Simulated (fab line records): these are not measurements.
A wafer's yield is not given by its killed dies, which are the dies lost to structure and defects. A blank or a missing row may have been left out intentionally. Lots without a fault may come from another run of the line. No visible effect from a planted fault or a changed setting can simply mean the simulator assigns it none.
Which of the tools did it? ; flow sky130 ; 15 lots, 45 wafers sampled, at 4 steps of a route of 708

WHAT EACH GAUGE READ, for each wafer
SKY_SONOS_ONO_CD_MEAS_13 targets a cd of 410 nm.
lot;measured;on;cdNm (nm)
L299;day 12 09:08;cdSem-02;405.8 404.4 405.0
L300;day 12 16:56;cdSem-01;409.3 410.7 406.7
L301;day 12 18:21;cdSem-01;411.5 409.8 409.5
L302;day 13 05:18;cdSem-02;411.3 411.5 410.0
L303;day 13 15:04;cdSem-02;412.6 411.7 413.7
L307;day 14 19:53;cdSem-02;409.8 410.5 410.3
L308;day 15 12:34;cdSem-02;408.9 409.9 410.0
L309;day 15 21:11;cdSem-02;409.4 408.7 409.5
L315;day 18 13:26;cdSem-02;408.5 409.2 408.1
L312;day 18 20:35;cdSem-02;406.4 409.1 408.0
L316;day 18 23:39;cdSem-02;409.2 413.4 413.3
L318;day 19 10:59;cdSem-01;408.7 408.3 407.1
L319;day 19 13:09;cdSem-01;413.6 413.3 412.4
L321;day 20 07:02;cdSem-02;410.9 411.2 409.6
L322;day 20 14:54;cdSem-01;407.5 406.8 409.6

SKY_POLY_GATE_CD_MEAS_13 targets a cd of 150 nm.
lot;measured;on;cdNm (nm)
L299;day 16 04:27;cdSem-01;150.5 147.9 149.8
L300;day 16 07:10;cdSem-01;150.9 150.5 150.8
L301;day 16 07:55;cdSem-01;149.1 149.4 147.9
L302;day 16 22:29;cdSem-01;149.6 151.3 150.0
L303;day 17 09:43;cdSem-01;150.0 149.9 150.3
L307;day 18 21:14;cdSem-02;- - -
L308;day 19 11:31;cdSem-01;- - -
L309;day 19 21:27;cdSem-01;- - -
L315;day 22 16:35;cdSem-01;148.9 149.8 149.3
L312;day 23 00:50;cdSem-01;148.5 149.5 149.5
L316;day 23 03:48;cdSem-01;151.7 151.2 150.9
L318;day 23 14:21;cdSem-02;149.2 150.1 148.9
L319;day 23 20:58;cdSem-02;149.9 148.6 149.6
L321;day 24 12:45;cdSem-01;149.6 149.6 150.3
L322;day 24 19:38;cdSem-01;149.9 149.2 148.4

SKY_POLY_GATE_CD_MEAS_22.
lot;measured;on;cdNm (nm)
L299;day 16 09:57;cdSem-02;149.9 147.8 150.6
L300;day 16 10:01;cdSem-01;149.2 153.2 148.9
L301;day 16 10:12;cdSem-02;149.9 147.5 150.1
L302;day 17 00:52;cdSem-01;151.0 150.5 147.8
L303;day 17 13:31;cdSem-01;148.4 151.5 150.6
L307;day 19 00:51;cdSem-01;- - -
L308;day 19 14:13;cdSem-01;- - -
L309;day 19 23:53;cdSem-02;- - -
L315;day 22 19:17;cdSem-02;147.9 147.4 147.7
L312;day 23 02:41;cdSem-01;149.8 150.3 150.2
L316;day 23 06:33;cdSem-02;153.3 149.8 148.3
L318;day 23 16:13;cdSem-02;148.1 148.1 147.2
L319;day 23 22:50;cdSem-01;151.7 149.7 149.9
L321;day 24 14:36;cdSem-01;149.8 150.1 148.4
L322;day 24 21:32;cdSem-01;151.8 149.7 149.3

WHICH TOOL RAN EACH LOT (tool, then ch and the chambers of the sampled wafers, then the start)
lot;SKY_POLY_GATE_EXPOSE_10
L299;krfScanner-02 ch 0, day 15 15:01
L300;krfScanner-02 ch 0, day 15 17:58
L301;krfScanner-01 ch 0, day 15 18:32
L302;krfScanner-01 ch 0, day 16 08:39
L303;krfScanner-02 ch 0, day 16 19:38
L307;krfScanner-01, day 18 05:53
L308;krfScanner-02, day 18 19:49
L309;krfScanner-02, day 19 06:32
L315;krfScanner-01 ch 0, day 22 01:51
L312;krfScanner-02 ch 0, day 22 09:07
L316;krfScanner-01 ch 0, day 22 12:59
L318;krfScanner-02 ch 0, day 22 22:56
L319;krfScanner-01 ch 0, day 23 06:14
L321;krfScanner-01 ch 0, day 23 21:59
L322;krfScanner-01 ch 0, day 24 04:49
- SKY_POLY_GATE_EXPOSE_10: exposes mask P1M, target cd 150 nm.

WHAT THE TOOLS THEMSELVES READ (means of the sampled wafers that have a number; where no wafer has one, the mark that the record gives instead)
SKY_POLY_GATE_EXPOSE_10.
lot;tool;exposureDoseMJCm2;focusOffsetNm (nm)
L299;krfScanner-02;27.959;-0.5
L300;krfScanner-02;27.992;0.0
L301;krfScanner-01;27.970;0.3
L302;krfScanner-01;27.995;-0.0
L303;krfScanner-02;27.973;0.6
L307;krfScanner-01;-;-
L308;krfScanner-02;-;-
L309;krfScanner-02;-;-
L315;krfScanner-01;27.945;0.3
L312;krfScanner-02;27.975;-0.4
L316;krfScanner-01;27.995;-0.5
L318;krfScanner-02;27.995;0.4
L319;krfScanner-01;27.979;0.2
L321;krfScanner-01;27.952;-0.8
L322;krfScanner-01;27.964;-0.2

THE ANSWER, worked out from the rows above alone
Rule: the lots themselves supply what counts as usual. Put in order of their means at a reading, lots are off if they are a third of the lots or fewer, leave a main group of 4 or more, and stand apart from it by a gap of 3 or more times the standard deviation of the main group's means; of several such gaps the widest counts. A main group whose means are all the same, to the digits that the tables above print for the reading, isn't used. Also off: a lot with no number at a reading for which 4 or more lots have one. Any other lot the step has rows for is counted as sound. The gauges are gone through in route order, then the tools' own readings, and for those a lot's mean is taken as printed above. At the first step where some lot is off, the reading lying furthest off is the one used; lots without a number count as furthest.
Off: L307, L308, L309 (SKY_POLY_GATE_CD_MEAS_13, cdNm). Without a number there: L307, L308, L309. Mean 149.7 nm and standard deviation 0.7 in the main group.
A tool fits if, at a process step before that reading, it ran every lot that is off, and no sound lot after the first of them. The gauges at SKY_POLY_GATE_CD_MEAS_13 aren't tried: what is off there is off at SKY_POLY_GATE_EXPOSE_10 too, on other tools, and a gauge's error can't cause that. None of those tried fits.

WHAT THE SIMULATOR PUT IN
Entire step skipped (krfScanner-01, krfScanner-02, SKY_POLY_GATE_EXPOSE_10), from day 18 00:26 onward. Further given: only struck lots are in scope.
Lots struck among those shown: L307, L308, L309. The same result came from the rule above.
